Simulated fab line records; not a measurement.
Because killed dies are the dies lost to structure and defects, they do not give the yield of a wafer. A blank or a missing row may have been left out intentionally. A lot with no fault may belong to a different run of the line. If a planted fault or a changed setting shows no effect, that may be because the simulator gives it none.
fab line records    flow sky130
record lots=6  wafers=18  last_day=50
route steps=708 shown RES_XHIGH@339 SD_N@342 SD_P@359 PAD_OPEN@708
lots untouched by any fault: they come from a run of this same line in which no faults occurred
start_h: hours from the record's opening day to when the first of the lot's shown wafers began    wait_h: hours since the lot's step before    " the same as in the row above    L1.1+2: a row that stands for several wafers    - either no value or no given start    * or withheld: withheld    < > ~ a bound
route shown NAME@n: NAME is a module with steps in the file, n the number in the route of the first one    usual: mean and standard deviation over wafers with no fault    same: alike in all rows    chamber/n: place in a boat    sites: readings site by site    _std_site: the values' standard deviation    _edge_site: outer sites' mean less inner sites'    radius_mm: how far each site lies from the wafer's centre    mask NAME#n: copy n    behind: tool/chamber where the wafer was last shaped    hold: what put the lot on hold/how long, in hours/how the hold closed    device: the n, p or np transistor that did not switch    end of line: the tests these same wafers got at the end of their route    a step given without rows: its recipe and nothing more    killed: at the first sort, the dies lost to defects and structure; wafer yield is something else    map: shows each die of a wafer: x if killed, . if not, _ if none is there
set.NAME: the run value of the setting; set.NAME@STEP: its run value at that earlier step    model.NAME: the simulator's own value behind a step, which no gauge read
lots seen at some steps along the route; tables by step, rows by wafer
services: from which hour (start_h, from the record's first day; less than 0 if before it) a tool's chamber was out of use, for how many hours, and why
## steps
# step SKY_RES_XHIGH_IMPLANT_07
# recipe species=BF2  energy_kev=20  dose_cm2=3.6e+14  tilt_deg=0
# step SKY_RES_XHIGH_STRIP_08
# recipe chemistry=O2/N2  power_w=1400  pressure_mtorr=1500  platen_temp_c=withheld  o2_flow_sccm=3000  n2_flow_sccm=300  overash_fraction=0.5
# usual drypump_motor_current_A=5.75/0.26  o2_flow_sccm=3001/8.6  oes_product_au=0.711/0.0044  strip_time_to_endpoint_s=14.26/0.045
lot.wafer  tool             chamber  start_h  wait_h  drypump_motor_current_A  o2_flow_sccm  oes_product_au  rf_hours_counter_h  strip_time_to_endpoint_s
L466.2     plasma_asher-03  0        646.51   0.1     5.51                     3018          0.708           85                  14.33
L466.4     "                0        "        "       5.52                     3013          0.709           -                   14.30
L466.6     "                0        "        "       5.51                     3001          0.712           -                   14.32
L469.1     plasma_asher-02  1        669.61   0.1     6.00                     3000          0.710           92                  14.27
L469.3     "                0        "        "       5.64                     2989          0.716           -                   14.28
L469.5     "                0        "        "       5.63                     2979          0.702           -                   14.27
L470.2     plasma_asher-02  0        688.21   0.1     5.63                     2991          0.709           94                  14.20
L470.3     "                0        "        "       5.63                     2999          0.713           -                   14.26
L470.4     "                1        "        "       6.02                     3000          0.706           -                   14.21
L474.1     plasma_asher-04  0        715.88   0.1     5.25                     3008          0.709           28                  14.33
L474.4     "                1        "        "       5.96                     3009          0.705           -                   14.24
L474.5     "                1        "        "       6.00                     3008          0.713           -                   14.28
L478.4     plasma_asher-02  0        745.20   0.1     5.65                     2996          0.712           -                   14.22
L478.5     "                1        "        "       6.00                     2992          0.713           -                   14.19
L478.6     "                0        "        "       5.64                     3000          0.710           -                   14.22
L482.1     plasma_asher-02  1        784.46   0.1     5.99                     3003          0.720           3                   14.28
L482.2     "                0        "        "       5.61                     3004          0.715           3                   14.35
L482.6     "                1        "        "       5.99                     2999          0.715           -                   14.27
# step SKY_RES_XHIGH_TW_MEAS_09
# usual RES_XHIGH_TW=1635/20
lot.wafer  tool           chamber  start_h  wait_h  RES_XHIGH_TW
L466.2     film_metro-02  -        646.62   0.1     1620
L466.4     "              -        "        "       1622
L466.6     "              -        "        "       1624
L469.1     film_metro-04  -        669.71   0.1     1633
L469.3     "              -        "        "       1633
L469.5     "              -        "        "       1625
L470.2     film_metro-02  -        688.32   0.1     1619
L470.3     "              -        "        "       1626
L470.4     "              -        "        "       1624
L474.1     film_metro-02  -        715.98   0.1     1607
L474.4     "              -        "        "       1617
L474.5     "              -        "        "       1617
L478.4     film_metro-01  -        745.29   0.1     1651
L478.5     "              -        "        "       1657
L478.6     "              -        "        "       1654
L482.1     film_metro-01  -        784.56   0.1     1658
L482.2     "              -        "        "       1660
L482.6     "              -        "        "       1654
# step SKY_SD_N_DEHYDRATE_00
# recipe temp_c=200  time_s=60
# step SKY_SD_N_HMDS_01
# recipe prime_time_s=60  prime_temp_c=120
# step SKY_SD_N_COAT_02
# recipe resist=NOVOLAK  spin_rpm=3000  resist_thk_nm=1140
# step SKY_SD_N_SOFTBAKE_03
# recipe temp_c=90  time_s=60  resist=NOVOLAK
# step SKY_SD_N_EXPOSE_04
# recipe mask_id=NSDM  na=0.6  source_shape=conventional  sigma_outer=0.6  polarization=unpolarized  target_cd_nm=380  dose_mj=141
# step SKY_SD_N_PEB_05
# recipe temp_c=withheld  time_s=*  resist=NOVOLAK
# step SKY_SD_N_DEVELOP_06
# recipe resist=NOVOLAK  developer=TMAH  develop_time_s=60  dev_temp_c=23
# step SKY_SD_N_CD_MEAS_07
# recipe target_cd_nm=380
# usual cd_nm=380.1/2.3
lot.wafer  tool       chamber  start_h  wait_h  cd_nm
L466.2     cd_sem-02  -        674.48   0.1     381.9
L466.4     "          -        "        "       381.7
L466.6     "          -        "        "       381.7
L469.1     cd_sem-02  -        698.51   0.1     378.1
L469.3     "          -        "        "       377.4
L469.5     "          -        "        "       377.8
L470.2     cd_sem-02  -        716.98   0.1     378.5
L470.3     "          -        "        "       381.3
L470.4     "          -        "        "       382.4
L474.1     cd_sem-01  -        744.26   0.1     382.0
L474.4     "          -        "        "       379.8
L474.5     "          -        "        "       379.8
L478.4     cd_sem-02  -        772.42   0.1     379.2
L478.5     "          -        "        "       378.4
L478.6     "          -        "        "       381.2
L482.1     cd_sem-01  -        811.07   0.1     378.9
L482.2     "          -        "        "       380.5
L482.6     "          -        "        "       378.3
# step SKY_SD_N_OVL_MEAS_08
# usual SD_N_OVL=0.2/1.6
lot.wafer  tool        chamber  start_h  wait_h  SD_N_OVL[nm]
L466.2     overlay-01  -        674.59   0.1     -2.2
L466.4     "           -        "        "       -1.7
L466.6     "           -        "        "       -1.3
L469.1     overlay-01  -        698.63   0.1     1.4
L469.3     "           -        "        "       1.4
L469.5     "           -        "        "       2.9
L470.2     overlay-02  -        717.09   0.1     -1.6
L470.3     "           -        "        "       -1.8
L470.4     "           -        "        "       -2.4
L474.1     overlay-02  -        744.38   0.1     1.1
L474.4     "           -        "        "       -0.1
L474.5     "           -        "        "       1.6
L478.4     overlay-02  -        772.50   0.1     -0.6
L478.5     "           -        "        "       -2.1
L478.6     "           -        "        "       -1.0
L482.1     overlay-02  -        811.19   0.1     2.4
L482.2     "           -        "        "       2.9
L482.6     "           -        "        "       2.4
# step SKY_SD_N_IMPLANT_09
# recipe species=As  energy_kev=50  dose_cm2=4e+15  tilt_deg=0
# usual beam_energy_keV=50.001/0.016  faraday_current_uA=12296/280
lot.wafer  tool          chamber  start_h  wait_h  beam_energy_keV  faraday_current_uA  model.implant.rp_nm  model.implant.drp_nm
L466.2     implanter-03  0        674.64   0.0     50.044           12682               32.35                14.11
L466.4     "             0        "        "       50.011           12558               32.35                14.11
L466.6     "             0        "        "       50.009           12111               32.35                14.11
L469.1     implanter-03  0        698.67   0.0     45.346           12245               29.46                13.12
L469.3     "             0        "        "       45.384           12843               29.46                13.12
L469.5     "             0        "        "       45.362           12145               29.46                13.12
L470.2     implanter-03  0        717.15   0.0     45.373           12524               28.5                 13.12
L470.3     "             0        "        "       45.344           12636               28.5                 13.12
L470.4     "             0        "        "       45.358           12560               28.5                 13.12
L474.1     implanter-04  0        744.42   0.0     50.000           12142               32.79                14.11
L474.4     "             0        "        "       49.988           12311               32.79                14.11
L474.5     "             0        "        "       50.012           12425               32.79                14.11
L478.4     implanter-03  0        772.59   0.1     50.033           12240               32.16                14.11
L478.5     "             0        "        "       49.982           12207               32.16                14.11
L478.6     "             0        "        "       50.015           12386               32.16                14.11
L482.1     implanter-02  0        811.22   0.0     49.970           12125               32.07                14.11
L482.2     "             0        "        "       49.966           12387               32.07                14.11
L482.6     "             0        "        "       49.945           12515               32.07                14.11
# step SKY_SD_N_IMPLANT_10
# recipe species=P  energy_kev=20  dose_cm2=1e+14  tilt_deg=0
# step SKY_SD_N_STRIP_11
# recipe chemistry=O2/N2  power_w=1400  pressure_mtorr=1500  platen_temp_c=withheld  o2_flow_sccm=3000  n2_flow_sccm=300  overash_fraction=0.5
# usual drypump_motor_current_A=5.9/0.42  o2_flow_sccm=2999/9.5  oes_product_au=0.527/0.0045  strip_time_to_endpoint_s=22.53/0.052
lot.wafer  tool             chamber  start_h  wait_h  drypump_motor_current_A  o2_flow_sccm  oes_product_au  rf_hours_counter_h  strip_time_to_endpoint_s
L466.2     plasma_asher-04  0        674.92   0.1     5.2                      2999          0.521           25                  22.64
L466.4     "                0        "        "       5.3                      2999          0.524           -                   22.60
L466.6     "                1        "        "       6.0                      2982          0.526           -                   22.59
L469.1     plasma_asher-03  0        698.97   0.1     5.5                      3004          0.540           91                  21.84
L469.3     "                1        "        "       5.9                      2997          0.532           -                   21.86
L469.5     "                1        "        "       5.9                      2997          0.529           -                   21.87
L470.2     plasma_asher-03  0        717.42   0.1     5.5                      2988          0.541           93                  21.87
L470.3     "                0        "        "       5.6                      2990          0.529           -                   21.87
L470.4     "                1        "        "       5.9                      3002          0.544           -                   21.84
L474.1     plasma_asher-03  1        744.72   0.1     5.9                      2997          0.529           95                  22.57
L474.4     "                1        "        "       5.9                      3003          0.534           -                   22.51
L474.5     "                0        "        "       5.5                      3003          0.526           -                   22.57
L478.4     plasma_asher-03  0        772.85   0.1     5.5                      2983          0.522           -                   22.59
L478.5     "                0        "        "       5.5                      3004          0.523           -                   22.56
L478.6     "                1        "        "       5.9                      2987          0.526           -                   22.58
L482.1     plasma_asher-03  0        811.52   0.1     5.5                      2997          0.528           102                 22.46
L482.2     "                1        "        "       5.9                      3016          0.529           102                 22.48
L482.6     "                0        "        "       5.5                      2995          0.526           -                   22.48
# step SKY_SD_N_TW_MEAS_12
# usual SD_N_TW=3986/41
lot.wafer  tool           chamber  start_h  wait_h  SD_N_TW
L466.2     film_metro-02  -        675.03   0.1     3928
L466.4     "              -        "        "       3940
L466.6     "              -        "        "       3926
L469.1     film_metro-01  -        699.07   0.1     3928
L469.3     "              -        "        "       3941
L469.5     "              -        "        "       3915
L470.2     film_metro-04  -        717.53   0.1     3858
L470.3     "              -        "        "       3873
L470.4     "              -        "        "       3862
L474.1     film_metro-01  -        744.82   0.1     4039
L474.4     "              -        "        "       4024
L474.5     "              -        "        "       4027
L478.4     film_metro-01  -        772.95   0.1     4023
L478.5     "              -        "        "       4006
L478.6     "              -        "        "       4009
L482.1     film_metro-02  -        811.62   0.1     3916
L482.2     "              -        "        "       3925
L482.6     "              -        "        "       3917
# step SKY_SD_N_CLEAN_13
# recipe chemistry=SC1/SC2  mix=1:4:20  temp_c=70  time_s=150  dry=n2_spin
# step SKY_SD_N_RTA_14
# recipe temp_c=1075  time_s=2  idle_temp_c=650  ramp_up_c_per_s=150  ramp_down_c_per_s=90  ambient=N2
# usual anneal_temp_c_max=1080.9/1.6  lamp_power_pct=15.73/0.053  wafer_temp_C_max=1078.1/1.5
lot.wafer  tool           chamber  start_h  wait_h  anneal_temp_c_max  lamp_power_pct  wafer_temp_C_max
L466.2     rtp_anneal-01  0        675.15   0.0     1080.8             15.82           1079.2
L466.4     "              0        "        "       1080.5             15.67           1076.8
L466.6     "              0        "        "       1079.0             15.69           1076.7
L469.1     rtp_anneal-02  0        699.18   0.0     1081.9             15.69           1076.5
L469.3     "              0        "        "       1080.5             15.78           1079.4
L469.5     "              0        "        "       1083.3             15.79           1079.2
L470.2     rtp_anneal-02  0        717.64   0.0     1081.0             15.65           1076.6
L470.3     "              0        "        "       1082.0             15.67           1079.7
L470.4     "              0        "        "       1080.8             15.72           1076.1
L474.1     rtp_anneal-01  0        744.93   0.0     1078.7             15.83           1079.0
L474.4     "              0        "        "       1079.0             15.80           1077.5
L474.5     "              0        "        "       1080.3             15.79           1079.4
L478.4     rtp_anneal-01  0        773.06   0.0     1079.4             15.78           1077.2
L478.5     "              0        "        "       1079.1             15.79           1078.9
L478.6     "              0        "        "       1079.8             15.70           1077.2
L482.1     rtp_anneal-01  0        811.73   0.0     1079.7             15.86           1076.8
L482.2     "              0        "        "       1078.9             15.64           1079.5
L482.6     "              0        "        "       1079.3             15.80           1079.8
# step SKY_SD_N_RS_MEAS_16
# recipe thk_meas_gauge=four-point-probe
# usual SD_N_RS=68.59/0.1
lot.wafer  tool           chamber  start_h  wait_h  SD_N_RS[ohm/sq]
L466.2     film_metro-01  -        675.33   0.1     68.42
L466.4     "              -        "        "       68.51
L466.6     "              -        "        "       68.47
L469.1     film_metro-02  -        699.35   0.1     72.09
L469.3     "              -        "        "       72.04
L469.5     "              -        "        "       72.11
L470.2     film_metro-02  -        717.83   0.1     71.99
L470.3     "              -        "        "       72.22
L470.4     "              -        "        "       72.07
L474.1     film_metro-02  -        745.11   0.1     68.59
L474.4     "              -        "        "       68.81
L474.5     "              -        "        "       68.47
L478.4     film_metro-04  -        773.26   0.1     68.64
L478.5     "              -        "        "       68.53
L478.6     "              -        "        "       68.51
L482.1     film_metro-01  -        811.90   0.1     68.41
L482.2     "              -        "        "       68.49
L482.6     "              -        "        "       68.44
# step SKY_SD_N_RS_MEAS_17
# recipe thk_meas_gauge=four-point-probe
# usual SD_P_RS=147.2/0.31
lot.wafer  tool           chamber  start_h  wait_h  SD_P_RS[ohm/sq]
L466.2     film_metro-01  -        675.45   0.1     146.3
L466.4     "              -        "        "       147.1
L466.6     "              -        "        "       146.7
L469.1     film_metro-02  -        699.47   0.1     147.0
L469.3     "              -        "        "       147.1
L469.5     "              -        "        "       147.3
L470.2     film_metro-02  -        717.95   0.1     147.3
L470.3     "              -        "        "       147.6
L470.4     "              -        "        "       147.3
L474.1     film_metro-02  -        745.23   0.1     146.6
L474.4     "              -        "        "       147.5
L474.5     "              -        "        "       147.2
L478.4     film_metro-04  -        773.38   0.1     146.8
L478.5     "              -        "        "       146.8
L478.6     "              -        "        "       146.8
L482.1     film_metro-01  -        812.02   0.1     147.2
L482.2     "              -        "        "       147.4
L482.6     "              -        "        "       146.8
# step SKY_PAD_OPEN_PROBE_99
# usual killed_at_M0_to_M3=42/6.6  killed_at_M4_up=3.1/1.9  killed_at_contacts=25/5.7  killed_at_front_end=16/5  killed_dies=86/9.6  killed_open=47/7.2  killed_short=39/6.2
# same gross_dies=492  killed_at_back_side=0  killed_at_other=0
lot.wafer  tool       chamber  start_h  wait_h  killed_at_M0_to_M3  killed_at_M4_up  killed_at_contacts  killed_at_front_end  killed_dies  killed_open  killed_short  model.etest.res_ndiff.line_ohm_um  model.etest.res_ndiff.rs_ohm_sq  model.etest.res_ndiff_hv.rs_ohm_sq
L466.2     prober-01  -        1099.98  0.1     52                  1                17                  6                    76           37           39            749.2                              120.4                            114.4
L466.4     prober-01  -        1100.08  0.2     35                  2                27                  5                    69           42           27            758                                119.7                            113.6
L466.6     prober-01  -        1100.18  0.2     43                  2                25                  7                    77           34           43            771.7                              119.5                            114.6
L469.1     prober-02  -        1118.86  0.1     49                  5                29                  15                   98           54           44            787.6                              126                              118.5
L469.3     prober-02  -        1118.96  0.2     42                  2                26                  14                   84           42           42            784.3                              124.9                            118.6
L469.5     prober-02  -        1119.06  0.2     38                  1                24                  21                   84           54           30            792.7                              125.5                            119.5
L470.2     prober-01  -        1128.63  0.1     43                  5                23                  17                   88           46           42            829.7                              128.4                            121.9
L470.3     prober-01  -        1128.68  0.2     50                  2                23                  25                   100          54           46            838.3                              129.6                            122.7
L470.4     prober-01  -        1128.73  0.2     43                  3                22                  17                   85           45           40            824.2                              127.5                            121.6
L474.1     prober-01  -        1149.13  0.1     43                  5                20                  12                   80           51           29            749.5                              119.5                            113
L474.4     prober-01  -        1149.28  0.2     40                  1                23                  16                   80           49           31            748.7                              119.6                            113
L474.5     prober-01  -        1149.33  0.2     62                  6                27                  19                   114          61           53            753.5                              119.2                            114.2
L478.4     prober-01  -        1167.89  0.2     45                  0                19                  14                   78           40           38            771.8                              119.7                            113.2
L478.5     prober-01  -        1167.94  0.2     39                  4                20                  21                   84           35           49            788.4                              120.6                            114.4
L478.6     prober-01  -        1167.99  0.2     46                  2                28                  16                   92           54           38            761.9                              120.4                            113.4
L482.1     prober-01  -        1191.85  0.1     36                  6                23                  12                   77           41           36            767.8                              120.6                            114.6
L482.2     prober-01  -        1191.90  0.1     42                  5                25                  14                   86           46           40            767.3                              120.7                            114.4
L482.6     prober-01  -        1192.10  0.2     43                  2                32                  20                   97           49           48            757.2                              119.2                            115.3
# killed by level:class
L466.2 VIA1:geometric_particle:open=10 VIA1:geometric_particle:short=9 CONTACT:geometric_particle:open=7 METAL2:geometric_particle:short=7 VIA3:geometric_particle:open=6 METAL1:geometric_particle:short=6 METAL3:geometric_particle:short=5 LI_CONTACT:geometric_particle:open=4
L466.4 VIA1:geometric_particle:open=10 CONTACT:geometric_particle:open=9 LI_CONTACT:geometric_particle:open=8 CONTACT:geometric_particle:short=6 VIA2:geometric_particle:open=6 VIA2:geometric_particle:short=5 VIA3:geometric_particle:open=5 LOCAL_INTERCONNECT:geometric_particle:short=3
L466.6 VIA1:geometric_particle:short=10 CONTACT:geometric_particle:open=8 VIA3:geometric_particle:open=7 VIA1:geometric_particle:open=7 LOCAL_INTERCONNECT:geometric_particle:short=6 LI_CONTACT:geometric_particle:open=4 METAL1:geometric_particle:short=4 METAL3:geometric_particle:short=4
L469.1 CONTACT:geometric_particle:open=12 VIA1:geometric_particle:open=12 VIA2:geometric_particle:open=9 LI_CONTACT:geometric_particle:open=7 CONTACT:geometric_particle:short=7 METAL2:geometric_particle:short=7 VIA1:geometric_particle:short=5 VIA3:geometric_particle:short=5
L469.3 VIA1:geometric_particle:open=9 LI_CONTACT:geometric_particle:open=7 VIA2:geometric_particle:open=7 FIELD_ISO:geometric_particle:short=6 CONTACT:geometric_particle:open=6 METAL1:geometric_particle:short=6 VIA1:geometric_particle:short=6 LOCAL_INTERCONNECT:geometric_particle:short=4
L469.5 CONTACT:geometric_particle:open=15 VIA1:geometric_particle:open=10 VIA3:geometric_particle:open=9 FIELD_ISO:geometric_particle:short=6 METAL2:geometric_particle:short=5 VIA2:geometric_particle:open=5 FIELD_ISO:geometric_particle:open=4 CONTACT:geometric_particle:short=4
L470.2 LI_CONTACT:geometric_particle:open=14 VIA1:geometric_particle:open=10 VIA2:geometric_particle:open=7 METAL1:geometric_particle:short=6 FIELD_ISO:geometric_particle:short=5 METAL2:geometric_particle:short=5 METAL4:geometric_particle:short=5 VIA3:geometric_particle:open=4
L470.3 CONTACT:geometric_particle:open=9 VIA3:geometric_particle:open=9 VIA1:geometric_particle:open=8 METAL2:geometric_particle:short=7 POLY_GATE:geometric_particle:open=6 POLY_GATE:geometric_particle:short=5 LI_CONTACT:geometric_particle:open=5 CONTACT:geometric_particle:short=5
L470.4 METAL2:geometric_particle:short=11 CONTACT:geometric_particle:open=9 VIA1:geometric_particle:open=8 LI_CONTACT:geometric_particle:open=7 POLY_GATE:geometric_particle:short=5 METAL1:geometric_particle:short=5 VIA2:geometric_particle:open=4 VIA3:geometric_particle:open=4
L474.1 VIA1:geometric_particle:open=11 CONTACT:geometric_particle:open=8 VIA2:geometric_particle:open=8 LI_CONTACT:geometric_particle:open=6 VIA3:geometric_particle:open=6 METAL1:geometric_particle:short=5 FIELD_ISO:geometric_particle:open=4 CONTACT:geometric_particle:short=4
L474.4 LI_CONTACT:geometric_particle:open=10 VIA1:geometric_particle:open=9 FIELD_ISO:geometric_particle:open=5 CONTACT:geometric_particle:open=5 VIA2:geometric_particle:open=5 METAL2:geometric_particle:short=5 POLY_GATE:geometric_particle:open=4 CONTACT:geometric_particle:short=4
L474.5 VIA1:geometric_particle:open=14 VIA3:geometric_particle:open=13 CONTACT:geometric_particle:open=10 CONTACT:geometric_particle:short=7 METAL2:geometric_particle:short=6 LI_CONTACT:geometric_particle:open=6 VIA3:geometric_particle:short=6 METAL1:geometric_particle:short=6
L478.4 VIA1:geometric_particle:open=10 METAL2:geometric_particle:short=7 VIA1:geometric_particle:short=6 LI_CONTACT:geometric_particle:open=5 CONTACT:geometric_particle:open=5 CONTACT:geometric_particle:short=4 METAL1:geometric_particle:short=4 VIA2:geometric_particle:open=4
L478.5 POLY_GATE:geometric_particle:short=9 METAL2:geometric_particle:short=7 CONTACT:geometric_particle:short=7 VIA1:geometric_particle:open=7 VIA1:geometric_particle:short=7 CONTACT:geometric_particle:open=5 VIA2:geometric_particle:open=5 LOCAL_INTERCONNECT:geometric_particle:short=4
L478.6 CONTACT:geometric_particle:open=16 VIA1:geometric_particle:open=13 LI_CONTACT:geometric_particle:open=6 VIA2:geometric_particle:short=6 POLY_GATE:geometric_particle:short=5 VIA1:geometric_particle:short=5 METAL2:geometric_particle:short=5 VIA3:geometric_particle:open=5
L482.1 CONTACT:geometric_particle:short=8 LI_CONTACT:geometric_particle:open=7 VIA1:geometric_particle:open=7 VIA1:geometric_particle:short=6 CONTACT:geometric_particle:open=5 METAL1:geometric_particle:open=4 METAL4:geometric_particle:short=4 METAL2:geometric_particle:short=4
L482.2 CONTACT:geometric_particle:short=8 VIA1:geometric_particle:open=8 VIA3:geometric_particle:open=7 VIA2:geometric_particle:open=6 CONTACT:geometric_particle:open=6 METAL2:geometric_particle:short=5 VIA1:geometric_particle:short=4 POLY_GATE:geometric_particle:short=4
L482.6 VIA1:geometric_particle:open=10 LI_CONTACT:geometric_particle:open=9 CONTACT:geometric_particle:open=9 FIELD_ISO:geometric_particle:short=7 CONTACT:geometric_particle:short=7 VIA3:geometric_particle:open=7 METAL1:geometric_particle:short=6 POLY_GATE:geometric_particle:short=5
## services
tool             chamber  start_h  hours  kind
rtp_anneal-01    -        650.20   1.3    repair
plasma_asher-04  -        679.80   14.6   pm
implanter-03     -        709.98   3.0    pm
implanter-04     -        711.90   2.2    repair
implanter-03     -        723.92   3.9    pm
plasma_asher-03  -        728.32   3.5    repair
plasma_asher-02  -        733.75   9.0    pm
plasma_asher-02  0        733.75   9.0    vent_cycle
plasma_asher-02  1        733.75   9.0    vent_cycle
plasma_asher-02  0        742.75   -      clean
plasma_asher-02  1        742.75   -      clean
plasma_asher-02  -        772.40   2.8    repair
plasma_asher-04  -        778.07   1.8    repair
plasma_asher-03  -        789.14   1.6    repair
## key
first_sign step=SKY_SD_N_IMPLANT_09  reading=beam_energy_keV  direction=down  sigmas=99+  usual=*  struck=*
effect step=SKY_SD_N_STRIP_11  reading=strip_time_to_endpoint_s  direction=down  sigmas=13  usual=*  struck=*
effect step=SKY_SD_N_TW_MEAS_12  reading=SD_N_TW  direction=down  sigmas=2.2  usual=3986  struck=3896
effect step=SKY_SD_N_RS_MEAS_16  reading=SD_N_RS  direction=up  sigmas=34  usual=68.59  struck=72.09
model_effect step=SKY_SD_N_IMPLANT_09  value=implant.rp_nm  without=31.36  struck=28.98
model_effect step=SKY_PAD_OPEN_PROBE_99  value=etest.res_ndiff.line_ohm_um  without=777.5  struck=809.5
met_at SKY_SD_N_IMPLANT_09
struck_wafers L469.1,L469.3,L469.5,L470.2,L470.3,L470.4
tester_left_out L469,L470
onset_between 674.64 698.67
fault kind=process_parameter_drift  tool=implanter-03  chamber=-  onset_h=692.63  steps=SKY_SD_N_IMPLANT_09  channel=energy_kev  offset=*  shape=step  end_h=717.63  acts_in=*  stated=*
# tester_left_out: of these lots the tester's yield and bins aren't shown, on N5 and GAA mostly nor the transistor test; their killed dies are dies lost to structure and defects alone, not to doping, threshold or leakage, so they don't give the yield
